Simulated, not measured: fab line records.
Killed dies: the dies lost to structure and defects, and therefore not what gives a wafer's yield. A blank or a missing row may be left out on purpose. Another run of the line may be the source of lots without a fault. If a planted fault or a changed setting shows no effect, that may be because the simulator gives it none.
Which tool is to blame? | flow sky130 | Sampling: 13 lots, 37 wafers, 3 of 708 route steps

## WHAT THE GAUGES SHOWED, per wafer
SKY_LOCAL_INTERCONNECT_RS_MEAS_01: uses a four-point probe to measure.
lot  | measured     | on           | LOCAL_INTERCONNECT_TIN_RS (ohm/sq)
L135 | day 30 03:40 | filmMetro-03 | 14.28 14.23 14.31
L137 | day 30 16:16 | filmMetro-04 | 14.00 13.91 13.92
L138 | day 31 07:02 | filmMetro-04 | 14.04 14.08 14.14
L140 | day 31 17:17 | filmMetro-04 | 14.11 14.17 14.11
L142 | day 32 14:15 | filmMetro-01 | 13.88 14.07 14.08
L143 | day 32 15:10 | filmMetro-04 | 14.09 14.03 14.07
L144 | day 33 00:19 | filmMetro-03 | 14.17 14.25 14.35
L146 | day 33 07:06 | filmMetro-01 | 14.09 14.06 14.12
L148 | day 34 18:46 | filmMetro-03 | 14.33 14.08 14.10
L150 | day 35 03:25 | filmMetro-04 | 14.09 25.05 14.06 25.08
L151 | day 35 08:22 | filmMetro-03 | 14.22 14.21 14.18
L152 | day 35 10:11 | filmMetro-04 | 14.29 26.13 14.31 26.08
L154 | day 36 02:53 | filmMetro-04 | 14.11 14.28 14.16

SKY_LOCAL_INTERCONNECT_THK_MEAS_02: measures by xrf.
lot  | measured     | on           | LOCAL_INTERCONNECT_TIN_THK (nm)
L135 | day 30 03:47 | filmMetro-03 | 97.8 97.8 97.8
L137 | day 30 16:23 | filmMetro-04 | 99.4 100.3 99.8
L138 | day 31 07:09 | filmMetro-04 | 98.9 99.1 98.0
L140 | day 31 17:24 | filmMetro-04 | 98.0 98.1 98.7
L142 | day 32 14:22 | filmMetro-01 | 100.3 99.3 98.9
L143 | day 32 15:17 | filmMetro-04 | 98.7 99.7 99.1
L144 | day 33 00:26 | filmMetro-03 | 98.9 98.1 97.3
L146 | day 33 07:13 | filmMetro-01 | 99.5 99.4 99.5
L148 | day 34 18:53 | filmMetro-03 | 96.6 98.4 98.6
L150 | day 35 08:01 | filmMetro-04 | 98.4 57.4 98.7 57.3
L151 | day 35 08:28 | filmMetro-03 | 98.7 98.7 98.5
L152 | day 35 16:44 | filmMetro-04 | 97.1 54.9 97.3 55.1
L154 | day 36 03:00 | filmMetro-04 | 98.5 97.9 98.3

## TOOL THAT RAN EACH LOT (tool first, then ch and the chambers of the sampled wafers, then the start)
lot  | SKY_LOCAL_INTERCONNECT_SPUTTER_00
L135 | pvdSputter-01, day 30 03:37
L137 | pvdSputter-03, day 30 16:13
L138 | pvdSputter-03, day 31 06:58
L140 | pvdSputter-04, day 31 17:13
L142 | pvdSputter-01, day 32 14:11
L143 | pvdSputter-01, day 32 15:07
L144 | pvdSputter-04, day 33 00:14
L146 | pvdSputter-01, day 33 07:02
L148 | pvdSputter-04, day 34 18:43
L150 | pvdSputter-04, day 35 03:20
L151 | pvdSputter-01, day 35 08:16
L152 | pvdSputter-04, day 35 10:07
L154 | pvdSputter-03, day 36 02:49
- SKY_LOCAL_INTERCONNECT_SPUTTER_00: material TiN, target thk 100 nm, time 83.3 s.

## AS READ BY THE TOOLS THEMSELVES (means over the sampled wafers that have a number; for cases with no such wafer, the mark the record gives instead)
SKY_LOCAL_INTERCONNECT_SPUTTER_00.
lot  | tool          | chamberPressurePa (Pa) | throttleValvePct (%)
L135 | pvdSputter-01 | 0.3998                 | 28.5
L137 | pvdSputter-03 | 0.4003                 | 29.9
L138 | pvdSputter-03 | 0.4008                 | 29.9
L140 | pvdSputter-04 | 0.4006                 | 29.1
L142 | pvdSputter-01 | 0.4000                 | 29.3
L143 | pvdSputter-01 | 0.4003                 | 29.5
L144 | pvdSputter-04 | 0.4003                 | 28.8
L146 | pvdSputter-01 | 0.4003                 | 29.7
L148 | pvdSputter-04 | 0.3997                 | 29.3
L150 | pvdSputter-04 | 0.3994                 | 29.1
L151 | pvdSputter-01 | 0.3994                 | 29.3
L152 | pvdSputter-04 | 0.4002                 | 29.4
L154 | pvdSputter-03 | 0.4003                 | 29.2

## THE ANSWER, worked out from the rows above alone
Rule: the lots themselves supply what counts as usual. Put in order of their means at a reading, lots are off if they are a third of the lots or fewer, leave a main group of 4 or more, and stand apart from it by a gap of 3 or more times the standard deviation of the main group's means; of several such gaps the widest counts. Not used: any main group whose means are identical at the precision the tables above print for the reading. A lot without any number at a reading at which 4 lots or more have one is off too. Any other lot the step has rows for is counted as sound. After the gauges, taken in route order, come the tools' own readings; for these a lot's mean is taken, as printed above. The first step at which some lot is off is used, and at that step the reading that is off furthest; a lot without a number counts as furthest.
Off: at SKY_LOCAL_INTERCONNECT_RS_MEAS_01 (LOCAL_INTERCONNECT_TIN_RS), L150, L152. The main group: mean 14.13 ohm/sq, standard deviation 0.097.
If a tool, at a process step before that reading, ran all the lots that are off and no sound lot after the first of them, it fits. Gauges at SKY_LOCAL_INTERCONNECT_RS_MEAS_01: tried the same way as those tools. One fits: SKY_LOCAL_INTERCONNECT_SPUTTER_00 on pvdSputter-04. Its last sound lot is L148 (day 34 18:43), its first lot that is off L150 (day 35 03:20): a fault that began between those two fits.

## WHAT WAS PUT IN BY THE SIMULATOR
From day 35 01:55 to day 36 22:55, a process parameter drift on pvdSputter-04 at SKY_LOCAL_INTERCONNECT_SPUTTER_00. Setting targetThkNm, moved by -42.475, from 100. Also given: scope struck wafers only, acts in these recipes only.
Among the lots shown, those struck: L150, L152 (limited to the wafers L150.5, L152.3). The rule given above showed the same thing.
